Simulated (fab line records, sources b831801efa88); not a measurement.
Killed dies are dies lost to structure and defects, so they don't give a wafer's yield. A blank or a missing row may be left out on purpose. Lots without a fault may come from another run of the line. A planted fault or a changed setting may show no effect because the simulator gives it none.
Which tool did it? | flow sky130 | 7 lots, 21 wafers sampled, at 2 steps of a route of 708

WHAT THE GAUGES READ, wafer by wafer
SKY_NWELL_THK_MEAS_02.
lot  | measured    | on            | NWELL_OXIDATION_THK (nm)
L833 | day 3 06:30 | film_metro-01 | 10.11 10.42 10.15
L836 | day 3 06:31 | film_metro-03 | 10.16 10.21 10.06
L838 | day 3 19:17 | film_metro-01 | 9.76 9.91 9.89
L840 | day 4 03:13 | film_metro-03 | 9.97 10.07 10.19
L844 | day 4 22:56 | film_metro-03 | 10.06 10.27 9.95
L854 | day 7 04:13 | film_metro-01 | 9.94 10.01 9.84
L856 | day 7 18:10 | film_metro-01 | 9.58 9.62 9.76

WHICH TOOL RAN EACH LOT (tool, then ch and the chambers of the sampled wafers, then the start)
lot  | SKY_FIELD_ISO_WET_ETCH_28
L833 | wet_bench-04 ch 3, day 3 02:23
L836 | wet_bench-03 ch 2, day 3 02:41
L838 | wet_bench-04 ch 3, day 3 16:37
L840 | wet_bench-01 ch 0, day 4 01:05
L844 | wet_bench-03 ch 0, day 4 20:54
L854 | wet_bench-03 ch 2, day 7 02:13
L856 | wet_bench-04 ch 3, day 7 15:43
- SKY_FIELD_ISO_WET_ETCH_28: etches SiO2 in dHF, target depth 23.7 nm, time 47 s.

THE ANSWER, worked out from the rows above alone
Rule: what is usual is taken from the lots themselves. Put in order of their means at a reading, lots are off if they are a third of the lots or fewer, leave a main group of 4 or more, and stand apart from it by a gap of 3 or more times the standard deviation of the main group's means; of several such gaps the widest counts. A main group whose means are all the same, to the digits that the tables above print for the reading, isn't used. A lot without any number at a reading at which 4 lots or more have one is off too. The other lots that the step has rows for count as sound.
No lot is off at any reading shown: from this, nothing can be told.

WHAT THE SIMULATOR HAD PUT IN
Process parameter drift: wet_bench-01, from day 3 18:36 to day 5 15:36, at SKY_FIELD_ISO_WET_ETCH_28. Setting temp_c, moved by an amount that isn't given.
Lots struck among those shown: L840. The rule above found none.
